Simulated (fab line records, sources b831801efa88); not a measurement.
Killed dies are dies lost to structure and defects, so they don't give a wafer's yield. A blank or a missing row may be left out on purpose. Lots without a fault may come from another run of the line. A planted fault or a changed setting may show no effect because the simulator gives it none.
Which tool did it? | flow sky130 | 11 lots, 33 wafers sampled, at 5 steps of a route of 708

WHAT THE GAUGES READ, wafer by wafer
SKY_VT_ADJUST_HVTR_OVL_MEAS_08.
lot  | measured     | on         | VT_ADJUST_HVTR_OVL (nm)
L318 | day 9 06:11  | overlay-01 | 1.8 1.8 0.6
L321 | day 10 01:55 | overlay-02 | 3.4 2.0 1.0
L323 | day 10 17:11 | overlay-02 | 0.0 1.2 -0.1
L324 | day 10 22:08 | overlay-02 | 1.2 -0.4 1.1
L325 | day 11 05:46 | overlay-01 | -0.5 -0.2 1.0
L331 | day 12 20:39 | overlay-02 | -3.6 -3.1 -2.8
L336 | day 14 08:29 | overlay-01 | 3.3 1.9 1.8
L337 | day 14 15:56 | overlay-02 | 1.5 -0.2 1.6
L338 | day 15 04:48 | overlay-02 | 0.7 0.9 1.0
L339 | day 15 09:38 | overlay-02 | 1.6 0.0 0.5
L340 | day 15 16:52 | overlay-01 | 1.3 0.8 0.5

SKY_SONOS_ONO_OVL_MEAS_14.
lot  | measured     | on         | SONOS_ONO_OVL (nm)
L318 | day 12 07:54 | overlay-01 | 1.1 0.5 2.7
L321 | day 13 04:26 | overlay-01 | 0.9 0.1 -0.5
L323 | day 13 21:12 | overlay-02 | 1.0 0.9 -0.1
L324 | day 14 03:57 | overlay-02 | -0.9 -2.7 -0.9
L325 | day 14 13:49 | overlay-02 | 1.2 -0.2 -0.4
L331 | day 16 05:40 | overlay-01 | -2.4 -2.5 -1.6
L336 | day 18 02:26 | overlay-01 | 1.7 2.0 -0.3
L337 | day 18 08:51 | overlay-02 | 3.2 0.9 1.4
L338 | day 18 23:10 | overlay-01 | -1.0 -0.4 -0.2
L339 | day 19 08:45 | overlay-02 | -0.8 -0.4 0.5
L340 | day 19 16:08 | overlay-02 | 0.5 1.0 0.9

SKY_CAPM_THK_MEAS_01.
lot  | measured     | on            | CAPM_CVD_00_THK (nm)
L318 | day 35 23:27 | film_metro-04 | 15.39 15.89 15.26
L321 | day 36 20:11 | film_metro-02 | 15.37 15.62 15.58
L323 | day 37 11:40 | film_metro-02 | 15.06 15.53 15.43
L324 | day 37 15:53 | film_metro-02 | 15.45 15.40 15.86
L325 | day 38 04:01 | film_metro-02 | 15.43 15.37 15.39
L331 | day 39 17:02 | film_metro-01 | 15.59 9.36 15.50
L336 | day 41 09:14 | film_metro-02 | 15.12 15.83 15.69
L337 | day 42 08:57 | film_metro-02 | 15.43 15.69 15.70
L338 | day 42 04:52 | film_metro-04 | 15.45 15.67 15.62
L339 | day 42 15:36 | film_metro-02 | 15.51 15.46 15.79
L340 | day 42 16:45 | film_metro-01 | 15.61 15.82 15.89

WHICH TOOL RAN EACH LOT (tool, then ch and the chambers of the sampled wafers, then the start)
lot  | SKY_RES_PROTECT_STRIP_07             | SKY_CAPM_CVD_00
L318 | plasma_asher-01 ch 0,1, day 14 19:14 | pecvd-02 ch 0,1,2, day 35 23:25
L321 | plasma_asher-01 ch 0,1, day 15 16:36 | pecvd-01 ch 0,1,2, day 36 20:10
L323 | plasma_asher-03 ch 0,1, day 16 08:52 | pecvd-02 ch 0,1, day 37 11:38
L324 | plasma_asher-04 ch 0,1, day 16 14:59 | pecvd-01 ch 1,2, day 37 15:52
L325 | plasma_asher-03 ch 0,1, day 17 02:44 | pecvd-02 ch 0,1, day 38 03:59
L331 | plasma_asher-01 ch 0,1, day 18 21:44 | pecvd-02 ch 0,1, day 39 17:00
L336 | plasma_asher-03 ch 0,1, day 20 20:40 | pecvd-01 ch 0,1,2, day 41 09:13
L337 | plasma_asher-01 ch 0,1, day 21 05:48 | pecvd-03 ch 0,1,2, day 42 08:56
L338 | plasma_asher-04 ch 0,1, day 21 21:00 | pecvd-01 ch 0,1, day 42 04:50
L339 | plasma_asher-03 ch 0,1, day 22 13:20 | pecvd-02 ch 1,2, day 42 15:35
L340 | plasma_asher-01 ch 0,1, day 22 13:28 | pecvd-03 ch 0,2, day 42 16:44
- SKY_RES_PROTECT_STRIP_07: strips in O2/N2.
- SKY_CAPM_CVD_00: deposits SiO2, target thk 15.5 nm.

WHAT THE TOOLS THEMSELVES READ (means of the sampled wafers that have a number; where no wafer has one, the mark that the record gives instead)
SKY_RES_PROTECT_STRIP_07.
lot  | tool            | chamber_pressure_mTorr (mTorr) | drypump_motor_current_A (A) | oes_product_au (a.u.) | strip_time_to_endpoint_s (s)
L318 | plasma_asher-01 | 1500.2                         | 5.9                         | 0.518                 | 23.35
L321 | plasma_asher-01 | 1499.6                         | 5.5                         | 0.519                 | 23.28
L323 | plasma_asher-03 | 1499.4                         | 5.7                         | 0.523                 | 23.30
L324 | plasma_asher-04 | 1499.8                         | 5.5                         | 0.518                 | 23.31
L325 | plasma_asher-03 | 1499.5                         | 5.8                         | 0.514                 | 23.24
L331 | plasma_asher-01 | 1500.6                         | 5.9                         | 0.515                 | 23.28
L336 | plasma_asher-03 | 1502.4                         | 5.8                         | 0.518                 | 23.28
L337 | plasma_asher-01 | 1499.9                         | 5.5                         | 0.517                 | 23.25
L338 | plasma_asher-04 | 1501.0                         | 5.8                         | 0.522                 | 23.30
L339 | plasma_asher-03 | 1501.4                         | 5.7                         | 0.521                 | 23.34
L340 | plasma_asher-01 | 1499.5                         | 5.9                         | 0.523                 | 23.27

SKY_CAPM_CVD_00.
lot  | tool     | heater_power_w (W)
L318 | pecvd-02 | 834
L321 | pecvd-01 | 620
L323 | pecvd-02 | 787
L324 | pecvd-01 | 629
L325 | pecvd-02 | 852
L331 | pecvd-02 | 776
L336 | pecvd-01 | 581
L337 | pecvd-03 | 641
L338 | pecvd-01 | 570
L339 | pecvd-02 | 812
L340 | pecvd-03 | 674

THE ANSWER, worked out from the rows above alone
Rule: what is usual is taken from the lots themselves. Put in order of their means at a reading, lots are off if they are a third of the lots or fewer, leave a main group of 4 or more, and stand apart from it by a gap of 3 or more times the standard deviation of the main group's means; of several such gaps the widest counts. A main group whose means are all the same, to the digits that the tables above print for the reading, isn't used. A lot without any number at a reading at which 4 lots or more have one is off too. The other lots that the step has rows for count as sound. The gauges are gone through in route order, then the tools' own readings, and for those a lot's mean is taken as printed above. The first step at which some lot is off is used, and at that step the reading that is off furthest; a lot without a number counts as furthest.
Off: L331, at SKY_VT_ADJUST_HVTR_OVL_MEAS_08 (VT_ADJUST_HVTR_OVL). The main group: mean 1.0 nm, standard deviation 0.68.
A tool fits if, at a process step before that reading, it ran every lot that is off, and no sound lot after the first of them. The gauges at SKY_VT_ADJUST_HVTR_OVL_MEAS_08 aren't tried: what is off there is off at SKY_CAPM_THK_MEAS_01 too, on other tools, and a gauge's error can't cause that. None of those tried fits.

WHAT THE SIMULATOR HAD PUT IN
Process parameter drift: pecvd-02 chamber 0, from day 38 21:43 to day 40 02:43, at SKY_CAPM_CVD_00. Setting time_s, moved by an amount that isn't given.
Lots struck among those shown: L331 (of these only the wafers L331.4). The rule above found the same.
